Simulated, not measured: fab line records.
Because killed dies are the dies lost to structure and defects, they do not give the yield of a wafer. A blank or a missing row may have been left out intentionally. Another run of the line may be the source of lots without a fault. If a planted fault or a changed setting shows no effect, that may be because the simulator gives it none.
Chamber matching    flow gf180mcu    4 sister chambers for GF_POLY_GATE_ETCH_13 on rie-si-01
The step etches poly-Si in HBr/Cl2, stops on SiO2, target depth 198.5 nm, time 69.6 s. 20 wafers are shown with their chamber, then 10 later ones without.

WAFERS PAIRED WITH THEIR CHAMBERS
wafer   chamber  drypump-motor-current-A (A)  throttle-valve-pct (%)  oes-product-au (a.u.)
L939.1  2        5.2                          33.678                  0.993
L939.2  0        5.5                          33.675                  1.005
L939.3  1        5.8                          33.681                  0.994
L940.3  0        5.6                          33.666                  0.996
L940.4  1        5.8                          33.696                  0.999
L940.6  3        5.2                          33.686                  0.991
L942.1  1        5.7                          33.694                  0.988
L942.2  3        5.2                          33.671                  0.987
L942.5  3        5.2                          33.695                  0.996
L944.1  3        5.2                          33.680                  0.993
L944.4  1        5.8                          33.680                  0.993
L944.6  1        5.7                          33.691                  0.998
L945.1  2        5.2                          33.670                  0.992
L945.3  0        5.6                          33.690                  0.994
L945.5  0        5.6                          33.682                  0.988
L949.1  2        5.2                          33.693                  0.991
L949.3  0        5.6                          33.675                  0.999
L949.6  1        5.8                          33.689                  0.983
L954.2  1        5.8                          33.700                  0.982
L954.5  3        5.2                          33.679                  0.992

SIGNATURES (averages over the wafers above)
reading                  chamber 0  chamber 1  chamber 2  chamber 3  scatter within a chamber
drypump-motor-current-A  5.580      5.771      5.200      5.200      0.0373
throttle-valve-pct       33.67760   33.69014   33.68033   33.68220   0.00883
oes-product-au           0.99640    0.99100    0.99200    0.99180    0.00549
Rule: a wafer lies at a distance from a chamber equal to the root of the sum of squares, over the readings, of (its reading less the chamber's mean, divided by the reading's scatter). The wafer belongs to the nearest chamber; if the next one is less than 2 further off, it can't be placed. How the scatter is found: for the shown wafers, subtract from each reading the mean of its chamber, square and add these, divide the total by (wafers less chambers), then take the root.

WAFERS WITHOUT THEIR CHAMBER
wafer   drypump-motor-current-A (A)  throttle-valve-pct (%)  oes-product-au (a.u.)
L954.6  5.2                          33.685                  0.997
L959.2  5.7                          33.685                  0.982
L959.5  5.6                          33.679                  0.986
L959.6  5.2                          33.679                  0.988
L961.1  5.2                          33.697                  0.978
L961.3  5.2                          33.688                  0.988
L961.5  5.8                          33.678                  0.981
L962.1  5.2                          33.681                  0.986
L962.2  5.8                          33.690                  0.990
L962.5  5.2                          33.675                  1.000

WHICH CHAMBER EACH WENT THROUGH
wafer   from the rows above      in truth
L954.6  can't be placed: 3 or 2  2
L959.2  can't be placed: 1 or 0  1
L959.5  0                        0
L959.6  can't be placed: 2 or 3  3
L961.1  can't be placed: 3 or 2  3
L961.3  can't be placed: 3 or 2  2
L961.5  1                        1
L962.1  can't be placed: 3 or 2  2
L962.2  1                        1
L962.5  can't be placed: 2 or 3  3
Placed correctly: 3 of 10. Can't be placed from these rows: 7 (the true chamber is among the candidates in 7). Wrongly placed: 0.
